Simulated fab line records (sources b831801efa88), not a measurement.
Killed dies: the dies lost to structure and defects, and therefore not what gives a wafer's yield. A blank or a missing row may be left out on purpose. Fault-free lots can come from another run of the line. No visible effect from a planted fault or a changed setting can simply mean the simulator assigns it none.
fab line records	flow sfq_line
record: lots: 5	wafers: 23
route steps=325 shown M2@99 I2@104 M4@155 I4@168 JJ@185 I5@228 C5@240
start_h: start of the lot's first displayed wafer, in hours after the record's first day	wait_h: time in hours since the lot's previous step	" as in the row above	L1.1+2: a row that stands for several wafers	- no value, or no start given	* or withheld: withheld	< > ~ a bound
route shown NAME@n: a module of which the file shows steps, and the number in the route of the first	usual: the fault-free wafers' mean and standard deviation	same: alike in all rows	chamber/n: place in a boat	sites: each site's reading	_std_site: the values' standard deviation	_edge_site: inner sites' mean taken away from outer sites' mean	radius_mm: how far each site lies from the wafer's centre	mask NAME#n: copy n	behind: the last tool/chamber to shape the wafer	hold: why the lot went on hold/how many hours it stayed there/how the hold came to an end	device: the transistor (n, p or np) that didn't switch	end of line: the route-end tests of the same wafers	a step given without rows: its recipe and nothing more	killed: the dies lost at the first sort to structure and to defects; this is not the yield of the wafer	map: shows each die of a wafer: x if killed, . if not, _ if none is there
set.NAME: the setting as run; set.NAME@STEP: as run at that earlier step	model.NAME: the simulator's own value behind a step, which no gauge read
one table per step and one row per wafer, for lots whose settings were changed on purpose
== steps ==
step: SFQ_TRILAYER_M2_BARC_OPEN_METAL_ETCH_077
recipe: mask_material: PR	chemistry: O2	target_depth_nm: 125	target: BARC	icp_w: 600	bias_w: 80	pressure_mtorr: 10	time_s: 41.7
lot.wafer	tool	chamber	start_h	wait_h	set.time_s	model.KrF_of_TRILAYER_M2_LITHO_COAT_057.thk_nm
L074.1	rie_metal-02	0	649.91	0.0	41.7	522.2
L074.4	"	1	"	"	41.7	523.4
L074.5	"	1	"	"	41.7	522.1
L076.1+3	rie_metal-02	1	678.71	0.0	41.7	526.3
L076.2	"	0	"	"	47.47	518.4
L076.4	"	0	"	"	41.7	524.9
L076.5	"	1	"	"	47.47	517.2
L079.1	rie_metal-01	1	853.85	0.0	46.06	519.3
L079.2	"	0	"	"	41.7	519.5
L079.3	"	1	"	"	41.7	522.4
L079.4	"	0	"	"	41.7	520.3
L079.6	"	1	"	"	46.06	518.6
L080.1	rie_metal-02	1	857.45	0.0	41.7	522.7
L080.2	"	0	"	"	41.7	523.4
L080.4	"	0	"	"	41.7	520.5
L080.5	"	1	"	"	41.7	524.1
L080.6	"	0	"	"	41.7	524.8
L084.1	rie_metal-03	1	921.30	0.0	41.7	523.7
L084.2	"	0	"	"	46.94	517.2
L084.3	"	0	"	"	46.94	515.7
L084.4	"	1	"	"	41.7	520.7
L084.5	"	1	"	"	46.94	516
step: SFQ_TRILAYER_I2_CMP_CMP_064
recipe: material: SiO2	down_force_psi: 3	platen_rpm: 60	pad_velocity_m_s: 0.94248
lot.wafer	tool	chamber	start_h	wait_h	set.leave_above_ref_nm	model.SiO2_of_TRILAYER_I2_DEP_PECVD_063.thk_nm
L074.4	cmp-02	0	651.01	0.1	200	199.8
L074.1	"	3	652.51	1.6	200	198.8
L074.5	"	1	653.51	2.6	200	199.6
L076.3	cmp-02	2	680.44	0.7	200	199.5
L076.4	"	3	"	"	200	199.6
L076.1	"	0	"	"	194.9	194.2
L076.2	"	1	"	"	194.9	194.6
L076.5	"	2	"	"	200	200.2
L079.2	cmp-01	2	854.89	0.0	203.9	204.5
L079.4	"	3	"	"	200	201.4
L079.1	"	0	"	"	200	201.6
L079.3	"	1	"	"	200	202.2
L079.6	"	2	"	"	203.9	204.4
L080.2	cmp-01	3	858.49	0.0	200	199.3
L080.4	"	0	"	"	195.1	194.7
L080.1	"	1	"	"	195.1	194.5
L080.6	"	3	860.49	2.0	195.1	194.9
L080.5	"	0	"	"	200	199.7
L084.4	cmp-01	2	934.46	12.1	200	200.2
L084.3	"	3	"	"	207.1	206.3
L084.1	"	0	"	"	207.1	206.8
L084.2	"	1	"	"	207.1	205.7
L084.5	"	3	936.96	14.6	200	199.9
step: SFQ_TRILAYER_I2_METRO_MEASURE_065
usual: thk_nm: 199.9/0.92
lot.wafer	tool	chamber	start_h	wait_h	set.leave_above_ref_nm@TRILAYER_I2_CMP_CMP_064	thk_nm
L074.1	film_metro-01	-	654.13	0.1	200	198.7
L074.4	"	-	"	"	200	199.6
L074.5	"	-	"	"	200	199.5
L076.1	film_metro-01	-	683.56	0.1	194.9	194.1
L076.2	"	-	"	"	194.9	194.5
L076.3	"	-	"	"	200	199.4
L076.4	"	-	"	"	200	199.6
L076.5	"	-	"	"	200	200.1
L079.1	film_metro-02	-	858.01	0.1	200	201.5
L079.2	"	-	"	"	203.9	204.5
L079.3	"	-	"	"	200	202.2
L079.4	"	-	"	"	200	201.3
L079.6	"	-	"	"	203.9	204.4
L080.1	film_metro-01	-	861.61	0.1	195.1	194.6
L080.2	"	-	"	"	200	199.1
L080.4	"	-	"	"	195.1	194.7
L080.5	"	-	"	"	200	199.7
L080.6	"	-	"	"	195.1	194.9
L084.1	film_metro-02	-	937.58	0.1	207.1	206.7
L084.2	"	-	"	"	207.1	205.7
L084.3	"	-	"	"	207.1	206.3
L084.4	"	-	"	"	200	200.3
L084.5	"	-	"	"	200	200.1
step: SFQ_TRILAYER_I2_VIA_ETCH_VIA_ETCH_070
recipe: target: SiO2	stop_on: Nb	mask_material: PR	taper_deg: 20	chemistry: CHF3	target_depth_nm: 260	source_w: 500	bias_w: 80	pressure_mtorr: 30	time_s: withheld
lot.wafer	tool	chamber	start_h	wait_h	set.bias_w	set.leave_above_ref_nm@TRILAYER_I2_CMP_CMP_064	model.I2.feature_depth_nm
L074.1	rie_diel-04	2	765.81	0.0	80	200	198.8
L074.4	"	0	"	"	80	200	199.8
L074.5	"	2	"	"	80	200	199.6
L076.1	rie_diel-04	0	768.21	0.0	80	194.9	194.2
L076.2	"	3	"	"	84.14	194.9	195
L076.3	"	2	"	"	84.14	200	199.9
L076.4	"	1	"	"	80	200	199.6
L076.5	"	1	"	"	80	200	200.2
L079.1	rie_diel-01	2	861.66	0.0	87.63	200	202.4
L079.2	"	0	"	"	80	203.9	204.5
L079.3	"	1	"	"	80	200	202.2
L079.4	"	3	"	"	87.63	200	202.2
L079.6	"	3	"	"	80	203.9	204.4
L080.1	rie_diel-03	1	865.13	0.0	88.96	195.1	195.4
L080.2	"	0	"	"	88.96	200	200.2
L080.4	"	3	"	"	88.96	195.1	195.6
L080.5	"	2	"	"	80	200	199.7
L080.6	"	1	"	"	80	195.1	194.9
L084.1	rie_diel-01	3	1057.93	0.0	80	207.1	206.8
L084.2	"	1	"	"	80	207.1	205.7
L084.3	"	3	"	"	74.01	207.1	206.3
L084.4	"	1	"	"	74.01	200	200.2
L084.5	"	3	"	"	80	200	199.9
step: SFQ_TRILAYER_M4_LITHO_EXPOSE_094
recipe: mask_id: M4	na: 0.6	source_shape: conventional	sigma_outer: 0.65	target_cd_nm: 500	dose_mj: 14.4
lot.wafer	tool	chamber	start_h	wait_h	mask	set.dose_mj
L074.1+4+5	krf_scanner-02	0	1156.97	-	M4#0	14.4
L076.1+4	krf_scanner-02	0	1164.17	-	M4#0	15.16
L076.2+3+5	"	0	"	"	M4#0	14.4
L079.1+2	krf_scanner-01	0	1173.90	-	M4#0	14.4
L079.3+4+6	"	0	"	"	M4#0	13.59
L080.1+5	krf_scanner-01	0	1176.30	-	M4#0	14.87
L080.2+4+6	"	0	"	"	M4#0	14.4
L084.1+2+3	krf_scanner-01	0	1195.50	-	M4#0	13.66
L084.4+5	"	0	"	"	M4#0	14.4
step: SFQ_TRILAYER_M4_LITHO_PEB_096
recipe: peb_temp_c: 115	peb_time_s: 60	resist: KrF
step: SFQ_TRILAYER_M4_LITHO_DEVELOP_095
recipe: time_s: 60	resist: KrF
step: SFQ_TRILAYER_M4_BARC_OPEN_METAL_ETCH_123
recipe: mask_material: PR	chemistry: O2	target_depth_nm: 125	target: BARC	icp_w: 600	bias_w: 80	pressure_mtorr: 10	time_s: 41.7
lot.wafer	tool	chamber	start_h	wait_h	set.dose_mj@TRILAYER_M4_LITHO_EXPOSE_094	model.M4.cd_nm
L074.1	rie_metal-01	1	1158.51	0.0	14.4	500.1
L074.4	"	1	"	"	14.4	500
L074.5	"	0	"	"	14.4	497.7
L076.1	rie_metal-01	1	1165.71	0.0	15.16	491.1
L076.2	"	1	"	"	14.4	500.4
L076.3	"	1	"	"	14.4	500.2
L076.4	"	1	"	"	15.16	493
L076.5	"	1	"	"	14.4	499.6
L079.1	rie_metal-02	1	1175.43	0.0	14.4	501.9
L079.2	"	0	"	"	14.4	501.2
L079.3+4	"	0,1	"	"	13.59	509.5
L079.6	"	0	"	"	13.59	508.7
L080.1	rie_metal-01	1	1177.83	0.0	14.87	495.2
L080.2	"	1	"	"	14.4	500.5
L080.4	"	1	"	"	14.4	501.2
L080.5	"	1	"	"	14.87	496
L080.6	"	1	"	"	14.4	501.7
L084.1	rie_metal-01	1	1197.03	0.0	13.66	509.5
L084.2	"	0	"	"	13.66	509.3
L084.3	"	1	"	"	13.66	509.8
L084.4	"	0	"	"	14.4	501.8
L084.5	"	0	"	"	14.4	500.6
step: SFQ_TRILAYER_M4_ETCH_METAL_ETCH_096
recipe: target: Nb	stop_on: SiO2	mask_material: PR	chemistry: Cl2/Ar	target_depth_nm: 240	icp_w: 600	bias_w: 80	pressure_mtorr: 10	time_s: 120
lot.wafer	tool	chamber	start_h	wait_h	set.dose_mj@TRILAYER_M4_LITHO_EXPOSE_094	model.M4.cd_nm
L074.1+4	rie_metal-01	1	1158.57	0.0	14.4	498
L074.5	"	0	"	"	14.4	495.6
L076.1	rie_metal-01	1	1165.83	0.1	15.16	491.4
L076.2+3	"	1	"	"	14.4	500
L076.4	"	1	"	"	15.16	492.9
L076.5	"	1	"	"	14.4	499.4
L079.1	rie_metal-02	1	1175.49	0.0	14.4	502.4
L079.2	"	0	"	"	14.4	503.1
L079.3	"	0	"	"	13.59	512.6
L079.4	"	1	"	"	13.59	510.9
L079.6	"	0	"	"	13.59	509.8
L080.1	rie_metal-01	1	1177.95	0.1	14.87	493.9
L080.2	"	1	"	"	14.4	499.4
L080.4	"	1	"	"	14.4	500.4
L080.5	"	1	"	"	14.87	495
L080.6	"	1	"	"	14.4	501.1
L084.1	rie_metal-01	1	1197.09	0.0	13.66	508.4
L084.2	"	0	"	"	13.66	507.7
L084.3	"	1	"	"	13.66	508.5
L084.4	"	0	"	"	14.4	499.8
L084.5	"	0	"	"	14.4	497.8
step: SFQ_TRILAYER_I4_VIA_LITHO_COAT_103
recipe: resist: KrF	spin_rpm: 3000	resist_thk_nm: 650
lot.wafer	tool	chamber	start_h	wait_h	set.spin_rpm	model.KrF_of_TRILAYER_I4_VIA_LITHO_COAT_103.thk_nm
L074.1	litho_track-02	0	1171.12	0.2	3000	648.3
L074.4	"	0	"	"	3000	651.4
L074.5	"	0	"	"	3000	650.3
L076.1	litho_track-01	0	1177.37	0.2	3000	649.1
L076.2	"	0	"	"	3083	643.9
L076.3	"	0	"	"	3000	652.9
L076.4	"	0	"	"	3083	643
L076.5	"	0	"	"	3000	651.3
L079.1	litho_track-02	0	1183.37	0.2	3000	648.7
L079.2	"	0	"	"	3000	646.5
L079.3	"	0	"	"	3000	650
L079.4	"	0	"	"	3000	648.1
L079.6	"	0	"	"	3000	647.6
L080.1	litho_track-02	0	1186.37	0.2	3064	644
L080.2	"	0	"	"	3064	643.8
L080.4	"	0	"	"	3000	652.7
L080.5	"	0	"	"	3000	653.8
L080.6	"	0	"	"	3064	643.9
L084.1	litho_track-02	0	1202.69	0.2	2846	667.1
L084.2	"	0	"	"	2846	667.6
L084.3	"	0	"	"	3000	649.9
L084.4	"	0	"	"	2846	667.8
L084.5	"	0	"	"	3000	651.3
step: SFQ_TRILAYER_I4_VIA_LITHO_PEB_106
recipe: peb_temp_c: 115	peb_time_s: 60	resist: KrF
lot.wafer	tool	chamber	start_h	wait_h	set.peb_temp_c
L074.1+4+5	litho_track-01	0	1290.13	1.0	115
L076.1+4+5	litho_track-02	0	1297.45	1.0	117.7
L076.2+3	"	0	"	"	115
L079.1+4	litho_track-02	0	1304.65	1.0	115
L079.2+3+6	"	0	"	"	112.5
L080.1+2+4	litho_track-02	0	1307.05	1.0	115
L080.5+6	"	0	"	"	113.1
L084.1+4+5	litho_track-04	0	1323.75	1.0	118.7
L084.2+3	"	0	"	"	115
step: SFQ_TRILAYER_I4_VIA_LITHO_DEVELOP_105
recipe: time_s: 60	resist: KrF
step: SFQ_TRILAYER_I4_VIA_BARC_OPEN_VIA_ETCH_146
recipe: mask_material: PR	chemistry: O2	target_depth_nm: 125	target: BARC	source_w: 500	bias_w: 80	pressure_mtorr: 30	time_s: 41.7
lot.wafer	tool	chamber	start_h	wait_h	set.peb_temp_c@TRILAYER_I4_VIA_LITHO_PEB_106	model.I4.cd_nm
L074.1	rie_diel-04	0	1290.46	0.0	115	700.3
L074.4	"	2	"	"	115	699.5
L074.5	"	3	"	"	115	699.4
L076.1	rie_diel-02	2	1297.79	0.0	117.7	743.3
L076.2	"	1	"	"	115	700.9
L076.3	"	3	"	"	115	701.2
L076.4	"	3	"	"	117.7	746.8
L076.5	"	2	"	"	117.7	745.2
L079.1	rie_diel-03	2	1304.99	0.0	115	702.4
L079.2	"	1	"	"	112.5	649.9
L079.3	"	0	"	"	112.5	651.8
L079.4	"	3	"	"	115	700
L079.6	"	0	"	"	112.5	651.1
L080.1	rie_diel-03	1	1307.39	0.0	115	700.9
L080.2	"	0	"	"	115	701.4
L080.4	"	2	"	"	115	701.5
L080.5	"	2	"	"	113.1	664.4
L080.6	"	1	"	"	113.1	664
L084.1	rie_diel-02	1	1324.09	0.0	118.7	759.7
L084.2	"	0	"	"	115	700
L084.3	"	3	"	"	115	701.9
L084.4	"	2	"	"	118.7	758.7
L084.5	"	0	"	"	118.7	759.8
step: SFQ_TRILAYER_I4_VIA_ETCH_VIA_ETCH_106
recipe: target: SiO2	stop_on: Nb	mask_material: PR	taper_deg: 20	chemistry: CHF3	target_depth_nm: 260	source_w: 500	bias_w: 77.12	pressure_mtorr: 30	time_s: withheld
lot.wafer	tool	chamber	start_h	wait_h	set.spin_rpm@TRILAYER_I4_VIA_LITHO_COAT_103	model.KrF_of_TRILAYER_I4_VIA_LITHO_COAT_103.thk_nm
L074.1	rie_diel-04	0	1290.50	0.0	3000	524.6
L074.4	"	2	"	"	3000	531
L074.5	"	3	"	"	3000	531.3
L076.1	rie_diel-02	2	1297.83	0.0	3000	528
L076.2	"	1	"	"	3083	524.3
L076.3	"	3	"	"	3000	531.9
L076.4	"	3	"	"	3083	522.4
L076.5	"	2	"	"	3000	530.3
L079.1	rie_diel-03	2	1305.03	0.0	3000	528.3
L079.2	"	1	"	"	3000	524.8
L079.3	"	0	"	"	3000	530.2
L079.4	"	3	"	"	3000	527.9
L079.6	"	0	"	"	3000	527.5
L080.1	rie_diel-03	1	1307.43	0.0	3064	522.9
L080.2	"	0	"	"	3064	524.2
L080.4	"	2	"	"	3000	533
L080.5	"	2	"	"	3000	534.2
L080.6	"	1	"	"	3064	522.5
L084.1+4	rie_diel-02	1,2	1324.13	0.0	2846	547.3
L084.2	"	0	"	"	2846	546.2
L084.3	"	3	"	"	3000	528.8
L084.5	"	0	"	"	3000	530.2
step: SFQ_TRILAYER_JJ_CE_LITHO_COAT_119
recipe: resist: BARC	spin_rpm: 3000	resist_thk_nm: 62
lot.wafer	tool	chamber	start_h	wait_h	set.spin_rpm	model.BARC_of_TRILAYER_JJ_CE_LITHO_COAT_119.thk_nm
L074.1	litho_track-03	0	1292.79	0.1	3000	61.66
L074.4	"	0	"	"	3000	61.72
L074.5	"	0	"	"	3000	61.63
L076.1	litho_track-03	0	1300.10	0.1	3000	61.91
L076.2	"	0	"	"	3000	61.73
L076.3	"	0	"	"	3138	60.35
L076.4	"	0	"	"	3138	60.39
L076.5	"	0	"	"	3000	61.67
L079.1	litho_track-04	0	1307.30	0.1	3000	61.86
L079.2	"	0	"	"	3000	61.93
L079.3	"	0	"	"	3000	62.06
L079.4	"	0	"	"	3000	61.94
L079.6	"	0	"	"	3000	62.01
L080.1	litho_track-02	0	1309.70	0.1	3000	62.26
L080.2	"	0	"	"	3000	62.24
L080.4	"	0	"	"	2872	63.55
L080.5	"	0	"	"	2872	63.57
L080.6	"	0	"	"	2872	63.69
L084.1	litho_track-03	0	1327.16	0.1	3000	62.22
L084.2	"	0	"	"	3000	62.16
L084.3	"	0	"	"	3000	62.11
L084.4	"	0	"	"	3000	62.14
L084.5	"	0	"	"	3000	62.21
step: SFQ_TRILAYER_JJ_CE_LITHO_PEB_117
recipe: peb_temp_c: 115	peb_time_s: 60	resist: KrF
lot.wafer	tool	chamber	start_h	wait_h	set.peb_time_s
L074.1+4+5	litho_track-03	0	1408.13	1.0	60
L076.1+2+3	litho_track-02	0	1416.53	1.0	60
L076.4+5	"	0	"	"	55.03
L079.1+3+4	litho_track-02	0	1428.53	1.0	62.53
L079.2+6	"	0	"	"	60
L080.1+2+4+5+6	litho_track-04	0	1433.53	1.0	60
L084.1+4	litho_track-04	0	1450.33	1.0	64.94
L084.2+3+5	"	0	"	"	60
step: SFQ_TRILAYER_JJ_CE_LITHO_DEVELOP_116
recipe: time_s: 60	resist: KrF
step: SFQ_TRILAYER_JJ_CE_METRO_MEASURE_117
usual: cd_nm: 700.0/0.83
lot.wafer	tool	chamber	start_h	wait_h	set.peb_time_s@TRILAYER_JJ_CE_LITHO_PEB_117	cd_nm
L074.1	cd_sem-01	-	1408.46	0.0	60	699.4
L074.4	"	-	"	"	60	700.7
L074.5	"	-	"	"	60	701.0
L076.1	cd_sem-01	-	1416.86	0.0	60	699.7
L076.2	"	-	"	"	60	700.4
L076.3	"	-	"	"	60	701.0
L076.4	"	-	"	"	55.03	713.7
L076.5	"	-	"	"	55.03	713.7
L079.1	cd_sem-02	-	1428.86	0.0	62.53	694.0
L079.2	"	-	"	"	60	700.0
L079.3	"	-	"	"	62.53	693.4
L079.4	"	-	"	"	62.53	693.6
L079.6	"	-	"	"	60	698.3
L080.1	cd_sem-01	-	1433.87	0.0	60	699.4
L080.2	"	-	"	"	60	699.3
L080.4	"	-	"	"	60	699.2
L080.5	"	-	"	"	60	699.3
L080.6	"	-	"	"	60	699.9
L084.1	cd_sem-02	-	1450.67	0.0	64.94	688.6
L084.2	"	-	"	"	60	699.5
L084.3	"	-	"	"	60	700.0
L084.4	"	-	"	"	64.94	687.9
L084.5	"	-	"	"	60	699.2
step: SFQ_TRILAYER_JJ_CE_BARC_OPEN_RIE_150
recipe: mask_material: PR	chemistry: O2	target_depth_nm: 240	target: BARC	icp_w: 600	bias_w: 80	pressure_mtorr: 10	time_s: 80
lot.wafer	tool	chamber	start_h	wait_h	set.peb_time_s@TRILAYER_JJ_CE_LITHO_PEB_117	model.JJ.cd_nm
L074.1	rie_metal-03	1	1409.66	1.0	60	698.4
L074.4	"	0	"	"	60	702.1
L074.5	"	1	"	"	60	701.7
L076.1	rie_metal-03	0	1418.06	1.0	60	700.4
L076.2	"	1	"	"	60	699.1
L076.3	"	1	"	"	60	700
L076.4	"	0	"	"	55.03	714.1
L076.5	"	0	"	"	55.03	714.8
L079.1	rie_metal-04	0	1430.06	1.0	62.53	693.5
L079.2	"	1	"	"	60	697.7
L079.3	"	0	"	"	62.53	692.6
L079.4	"	1	"	"	62.53	692
L079.6	"	1	"	"	60	696.2
L080.1+4	rie_metal-03	1	1435.07	1.0	60	698.9
L080.2	"	0	"	"	60	700.8
L080.5	"	1	"	"	60	699.4
L080.6	"	0	"	"	60	701.9
L084.1	rie_metal-04	0	1451.87	1.0	64.94	687.7
L084.2	"	1	"	"	60	698.5
L084.3+5	"	0	"	"	60	699.8
L084.4	"	1	"	"	64.94	687.9
step: SFQ_TRILAYER_A5C_DEP_PECVD_142
recipe: material: SiO2	temp_c: 150	time_s: 15.556	pressure_torr: 2.4	rf_w: 183.3	precursor: SiH4/N2O	target_thk_nm: 70
lot.wafer	tool	chamber	start_h	wait_h	set.time_s	model.SiO2_of_TRILAYER_A5C_DEP_PECVD_142.thk_nm
L074.1	pecvd-04	1	1427.56	0.0	15.556	70.55
L074.4	"	1	"	"	15.556	70.76
L074.5	"	0	"	"	15.556	69.3
L076.1	pecvd-04	2	1539.13	0.0	15.556	70.72
L076.2	"	0	"	"	13.76	61.03
L076.3	"	1	"	"	15.556	70.73
L076.4	"	2	"	"	13.76	63.29
L076.5	"	0	"	"	15.556	70.74
L079.1	pecvd-02	0	1548.88	0.0	15.556	68.57
L079.2	"	2	"	"	15.556	67.77
L079.3	"	1	"	"	15.556	68.36
L079.4	"	1	"	"	15.556	70.44
L079.6	"	0	"	"	15.556	69.08
L080.1	pecvd-04	1	1553.53	0.0	15.556	71.18
L080.2	"	2	"	"	16.23	73.39
L080.4	"	0	"	"	15.556	70.78
L080.5	"	2	"	"	16.23	75.16
L080.6	"	1	"	"	15.556	72.16
L084.1	pecvd-04	1	1571.38	0.0	15.556	71.11
L084.2	"	2	"	"	15.556	70.12
L084.3	"	0	"	"	15.556	69.31
L084.4	"	0	"	"	17.4	79.21
L084.5	"	1	"	"	17.4	80.81
step: SFQ_TRILAYER_C5_LITHO_COAT_156
recipe: resist: BARC	spin_rpm: 3000	resist_thk_nm: 62
lot.wafer	tool	chamber	start_h	wait_h	set.spin_rpm	model.BARC_of_TRILAYER_C5_LITHO_COAT_156.thk_nm
L074.1	litho_track-03	0	1540.40	0.0	3000	61.92
L074.4	"	0	"	"	3000	61.97
L074.5	"	0	"	"	3000	62.06
L076.1	litho_track-03	0	1547.45	0.0	3000	62.19
L076.2	"	0	"	"	3115	61.22
L076.3	"	0	"	"	3000	62.28
L076.4	"	0	"	"	3000	62.26
L076.5	"	0	"	"	3115	60.98
L079.1	litho_track-02	0	1647.33	0.0	3000	62
L079.2	"	0	"	"	3000	62.36
L079.3	"	0	"	"	3145	60.63
L079.4	"	0	"	"	3145	60.59
L079.6	"	0	"	"	3000	62.12
L080.1	litho_track-03	0	1652.15	0.0	3156	60.39
L080.2	"	0	"	"	3156	60.43
L080.4	"	0	"	"	3000	61.93
L080.5	"	0	"	"	3000	62.01
L080.6	"	0	"	"	3156	60.5
L084.1	litho_track-04	0	1670.34	0.0	3000	62.02
L084.2	"	0	"	"	3000	62.16
L084.3	"	0	"	"	3000	62.12
L084.4	"	0	"	"	3000	62.15
L084.5	"	0	"	"	3000	62.13
== key ==
split: step: SFQ_TRILAYER_M2_BARC_OPEN_METAL_ETCH_077	setting: time_s	stated: 41.7	by: wafer
response: step: SFQ_TRILAYER_M2_BARC_OPEN_METAL_ETCH_077	reading: model.KrF_of_TRILAYER_M2_LITHO_COAT_057.thk_nm	change: -0.444	per: 1%	r: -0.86
split: step: SFQ_TRILAYER_I2_CMP_CMP_064	setting: leave_above_ref_nm	stated: 200	by: wafer
response: step: SFQ_TRILAYER_I2_CMP_CMP_064	reading: model.SiO2_of_TRILAYER_I2_DEP_PECVD_063.thk_nm	change: +1.83	per: 1%	r: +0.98
response: step: SFQ_TRILAYER_I2_METRO_MEASURE_065	reading: thk_nm	change: +1.8	per: 1%	r: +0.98
response: step: SFQ_TRILAYER_I2_VIA_ETCH_VIA_ETCH_070	reading: model.I2.feature_depth_nm	change: +1.77	per: 1%	r: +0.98
split: step: SFQ_TRILAYER_I2_VIA_ETCH_VIA_ETCH_070	setting: bias_w	stated: 80	by: wafer
response none clear
split: step: SFQ_TRILAYER_M4_LITHO_EXPOSE_094	setting: dose_mj	stated: 14.4	by: wafer
response: step: SFQ_TRILAYER_M4_BARC_OPEN_METAL_ETCH_123	reading: model.M4.cd_nm	change: -1.52	per: 1%	r: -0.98
response: step: SFQ_TRILAYER_M4_ETCH_METAL_ETCH_096	reading: model.M4.cd_nm	change: -1.6	per: 1%	r: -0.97
split: step: SFQ_TRILAYER_I4_VIA_LITHO_COAT_103	setting: spin_rpm	stated: 3000	by: wafer
response: step: SFQ_TRILAYER_I4_VIA_LITHO_COAT_103	reading: model.KrF_of_TRILAYER_I4_VIA_LITHO_COAT_103.thk_nm	change: -3.31	per: 1%	r: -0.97
response: step: SFQ_TRILAYER_I4_VIA_ETCH_VIA_ETCH_106	reading: model.KrF_of_TRILAYER_I4_VIA_LITHO_COAT_103.thk_nm	change: -3.38	per: 1%	r: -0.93
split: step: SFQ_TRILAYER_I4_VIA_LITHO_PEB_106	setting: peb_temp_c	stated: 115	by: wafer
response: step: SFQ_TRILAYER_I4_VIA_BARC_OPEN_VIA_ETCH_146	reading: model.I4.cd_nm	change: +19.8	per: 1%	r: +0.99
split: step: SFQ_TRILAYER_JJ_CE_LITHO_COAT_119	setting: spin_rpm	stated: 3000	by: wafer
response: step: SFQ_TRILAYER_JJ_CE_LITHO_COAT_119	reading: model.BARC_of_TRILAYER_JJ_CE_LITHO_COAT_119.thk_nm	change: -0.31	per: 1%	r: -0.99
split: step: SFQ_TRILAYER_JJ_CE_LITHO_PEB_117	setting: peb_time_s	stated: 60	by: wafer
response: step: SFQ_TRILAYER_JJ_CE_METRO_MEASURE_117	reading: cd_nm	change: -1.47	per: 1%	r: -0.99
response: step: SFQ_TRILAYER_JJ_CE_BARC_OPEN_RIE_150	reading: model.JJ.cd_nm	change: -1.52	per: 1%	r: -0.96
split: step: SFQ_TRILAYER_A5C_DEP_PECVD_142	setting: time_s	stated: 15.556	by: wafer
response: step: SFQ_TRILAYER_A5C_DEP_PECVD_142	reading: model.SiO2_of_TRILAYER_A5C_DEP_PECVD_142.thk_nm	change: +0.779	per: 1%	r: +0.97
split: step: SFQ_TRILAYER_C5_LITHO_COAT_156	setting: spin_rpm	stated: 3000	by: wafer
response: step: SFQ_TRILAYER_C5_LITHO_COAT_156	reading: model.BARC_of_TRILAYER_C5_LITHO_COAT_156.thk_nm	change: -0.305	per: 1%	r: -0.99
